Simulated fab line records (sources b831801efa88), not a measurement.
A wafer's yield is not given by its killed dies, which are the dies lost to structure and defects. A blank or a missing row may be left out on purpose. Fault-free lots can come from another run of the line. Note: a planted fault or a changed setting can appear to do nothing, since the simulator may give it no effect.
Which tool was responsible? :: flow sfq line :: at 1 step of a route of 325, 14 lots with 42 wafers sampled

== WHAT EACH GAUGE READ, for each wafer ==
No reading from a measuring or inspecting step in the record can be judged against a usual standard deviation.

== EACH LOT AND THE TOOL THAT RAN IT (in order: tool; ch and the chambers of the sampled wafers; start) ==
lot: L307
SFQ_TRILAYER_L0_CAP_PECVD_011: pecvd-04 ch 1,2, day 4 10:40

lot: L308
SFQ_TRILAYER_L0_CAP_PECVD_011: pecvd-03 ch 1,2, day 4 14:26

lot: L309
SFQ_TRILAYER_L0_CAP_PECVD_011: pecvd-01 ch 1,2, day 4 21:28

lot: L310
SFQ_TRILAYER_L0_CAP_PECVD_011: pecvd-04 ch 1,2, day 5 03:28

lot: L311
SFQ_TRILAYER_L0_CAP_PECVD_011: pecvd-04 ch 0,1,2, day 5 11:52

lot: L312
SFQ_TRILAYER_L0_CAP_PECVD_011: pecvd-01 ch 0,2, day 5 17:52

lot: L315
SFQ_TRILAYER_L0_CAP_PECVD_011: pecvd-04 ch 0,1, day 6 08:16

lot: L318
SFQ_TRILAYER_L0_CAP_PECVD_011: pecvd-04 ch 0,1, day 7 02:32

lot: L319
SFQ_TRILAYER_L0_CAP_PECVD_011: pecvd-04 ch 0,1,2, day 7 06:22

lot: L322
SFQ_TRILAYER_L0_CAP_PECVD_011: pecvd-01 ch 1,2, day 7 22:56

lot: L324
SFQ_TRILAYER_L0_CAP_PECVD_011: pecvd-01 ch 0,1,2, day 8 07:20

lot: L326
SFQ_TRILAYER_L0_CAP_PECVD_011: pecvd-01 ch 0,1,2, day 8 15:44

lot: L328
SFQ_TRILAYER_L0_CAP_PECVD_011: pecvd-01 ch 0,2, day 9 03:44

lot: L330
SFQ_TRILAYER_L0_CAP_PECVD_011: pecvd-03 ch 0,2, day 9 13:08
- SFQ_TRILAYER_L0_CAP_PECVD_011: deposits SiO2 from SiH4/N2O, time 13.333 s, target thk 60 nm.

== AS READ BY THE TOOLS THEMSELVES (means over the sampled wafers that have a number; for cases with no such wafer, the mark the record gives instead) ==
SFQ_TRILAYER_L0_CAP_PECVD_011. Usual: chamber pressure Torr 2.401 Torr, standard deviation 0.0053; heater power outer w 30 W, standard deviation 11; heater power w 84 W, standard deviation 15; rf fwd power W 179.9 W, standard deviation 1.1; throttle valve pct 24.9 %, standard deviation 1.1.
lot: L307
tool: pecvd-04
chamber pressure Torr (Torr): 2.399
heater power outer w (W): 29
heater power w (W): 84
rf fwd power W (W): 179.3
throttle valve pct (%): 24.7
flag: 

lot: L308
tool: pecvd-03
chamber pressure Torr (Torr): 2.410
heater power outer w (W): 49
heater power w (W): 115
rf fwd power W (W): 180.4
throttle valve pct (%): 27.7
flag: 

lot: L309
tool: pecvd-01
chamber pressure Torr (Torr): 2.401
heater power outer w (W): 30
heater power w (W): 77
rf fwd power W (W): 180.0
throttle valve pct (%): 24.1
flag: 

lot: L310
tool: pecvd-04
chamber pressure Torr (Torr): 2.399
heater power outer w (W): 24
heater power w (W): 76
rf fwd power W (W): 179.8
throttle valve pct (%): 24.8
flag: 

lot: L311
tool: pecvd-04
chamber pressure Torr (Torr): 2.394
heater power outer w (W): 28
heater power w (W): 81
rf fwd power W (W): 180.0
throttle valve pct (%): 24.9
flag: 

lot: L312
tool: pecvd-01
chamber pressure Torr (Torr): 2.403
heater power outer w (W): 24
heater power w (W): 74
rf fwd power W (W): 179.5
throttle valve pct (%): 24.4
flag: 

lot: L315
tool: pecvd-04
chamber pressure Torr (Torr): 2.400
heater power outer w (W): 24
heater power w (W): 81
rf fwd power W (W): 179.1
throttle valve pct (%): 24.9
flag: 

lot: L318
tool: pecvd-04
chamber pressure Torr (Torr): 2.401
heater power outer w (W): 31
heater power w (W): 90
rf fwd power W (W): 169.0
throttle valve pct (%): 24.9
flag: OFF

lot: L319
tool: pecvd-04
chamber pressure Torr (Torr): 2.404
heater power outer w (W): 33
heater power w (W): 88
rf fwd power W (W): 170.0
throttle valve pct (%): 24.9
flag: OFF

lot: L322
tool: pecvd-01
chamber pressure Torr (Torr): 2.407
heater power outer w (W): 32
heater power w (W): 78
rf fwd power W (W): 180.3
throttle valve pct (%): 24.2
flag: 

lot: L324
tool: pecvd-01
chamber pressure Torr (Torr): 2.398
heater power outer w (W): 30
heater power w (W): 82
rf fwd power W (W): 180.2
throttle valve pct (%): 24.3
flag: 

lot: L326
tool: pecvd-01
chamber pressure Torr (Torr): 2.397
heater power outer w (W): 29
heater power w (W): 81
rf fwd power W (W): 179.9
throttle valve pct (%): 24.4
flag: 

lot: L328
tool: pecvd-01
chamber pressure Torr (Torr): 2.397
heater power outer w (W): 24
heater power w (W): 74
rf fwd power W (W): 179.5
throttle valve pct (%): 24.8
flag: 

lot: L330
tool: pecvd-03
chamber pressure Torr (Torr): 2.400
heater power outer w (W): 47
heater power w (W): 101
rf fwd power W (W): 180.5
throttle valve pct (%): 27.6
flag: 

== THE ANSWER, worked out from the rows above alone ==
Rule: a lot is off if the mean of its wafers that have a number lies more than 3 standard deviations from the usual mean. A lot without any number at a reading at which 4 lots or more have one is off too. Any other lot the step has rows for is counted as sound. The gauges are gone through in route order, then the tools' own readings, and for those a lot's mean is taken as printed above. At the first step where some lot is off, the reading lying furthest off is the one used; lots without a number count as furthest.
Off: L318, L319, at SFQ_TRILAYER_L0_CAP_PECVD_011 (rf fwd power W).
A tool fits if, at that step or a process step before it, it ran every lot that is off, and no sound lot after the first of them. One candidate fits, namely pecvd-04 at SFQ_TRILAYER_L0_CAP_PECVD_011. A fault onset in the window from L315 (day 6 08:16, its last sound lot) to L318 (day 7 02:32, its first lot off) fits.
On the lots that are off, the tool's own readings at SFQ_TRILAYER_L0_CAP_PECVD_011 differ by more than 5 times the standard deviation of the sound lots' means, which bears it out; rf fwd power W reads 169.5 W there versus 179.9 W on the sound lots.

== WHAT WAS PUT IN BY THE SIMULATOR ==
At SFQ_TRILAYER_L0_CAP_PECVD_011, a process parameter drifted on pecvd-04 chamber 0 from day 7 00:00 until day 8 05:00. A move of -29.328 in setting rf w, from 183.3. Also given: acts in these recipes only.
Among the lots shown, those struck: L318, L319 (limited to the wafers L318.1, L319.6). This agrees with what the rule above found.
